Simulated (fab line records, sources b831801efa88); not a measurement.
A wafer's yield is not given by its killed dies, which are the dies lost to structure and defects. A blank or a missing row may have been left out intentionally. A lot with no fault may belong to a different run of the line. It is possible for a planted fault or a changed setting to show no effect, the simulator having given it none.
One fault through the eyes of 2 desks	flow gf180mcu	each desk holds nothing but its own numbers, with what lay behind them at the end

== AT THE TOOL OWNER'S DESK: pecvd-04 ==
The tool's own readings at GF_SAB_CVD_00 (deposits SiO2 from TEOS, target thk 50 nm, time 4.9302 s): means of the sampled wafers that have a number, for each lot that ran on this tool. The brackets show how far a lot's mean lies from the usual mean; more than 4 standard deviations puts the lot out of limits, marked OUT.
Columns: A = heater-power-outer-w at GF_SAB_CVD_00, usual 417 W; B = heater-power-w at GF_SAB_CVD_00, usual 723 W; C = rf-fwd-power-W at GF_SAB_CVD_00, usual 588.8 W
lot	first seen here	A	B	C
L903	day 17 16:46	379	675	590.6
L908	day 19 08:00	393	696	592.3
L909	day 19 16:11	411	693	591.9
Finding of this desk: none of the 3 lots has anything out of limits.

== THE METROLOGY DESK ==
What the gauges read for every lot (on any tool): the sampled wafers with a number, averaged. The brackets show how far a lot's mean lies from the usual mean; more than 4 standard deviations puts the lot out of limits, marked OUT.
Columns: A = PSD_OVL at GF_PSD_OVL_MEAS_08, usual 0.1 nm; B = SAB_CVD_00_THK at GF_SAB_THK_MEAS_01, usual 49.8 nm
lot	first seen here	A	B
L894	day 14 08:02	0.7	48.9
L895	day 14 12:32	-0.2	49.5
L898	day 15 23:44	1.3	50.0
L899	day 16 02:47	0.6	50.0
L900	day 16 07:37	-1.3	49.6
L901	day 16 21:43	-0.1	49.0
L903	day 17 16:03	0.4	49.7
L908	day 19 07:15	-0.7	41.9 (-10) OUT
L909	day 19 15:28	1.7	34.8 (-20) OUT
L913	day 20 23:44	-2.4	50.7
L915	day 21 17:37	-1.0	50.9
L916	day 21 21:25	0.2	50.1
Finding of this desk: L908, L909 out of limits, first seen on L908 at day 19 08:02 (SAB_CVD_00_THK at GF_SAB_THK_MEAS_01). L894, L895, L898, L899, L900, L901, L903, L913, L915, L916 stayed within limits.

== BROUGHT TOGETHER ==
The metrology desk could have raised an alarm at day 19 08:02, on L908, L909.
The desk of the tool owner found nothing out of limits.
The tool owner's desk has L908, L909 on record, within its limits.
The lots listed all ran GF_SAB_CVD_00 on pecvd-04.

== WHAT THE SIMULATOR HAD INSERTED ==
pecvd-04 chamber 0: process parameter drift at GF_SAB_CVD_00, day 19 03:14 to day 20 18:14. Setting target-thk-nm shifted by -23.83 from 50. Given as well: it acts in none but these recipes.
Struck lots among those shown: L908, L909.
Hours from the fault's start to each desk's first reading out of limits: the metrology desk, 5.
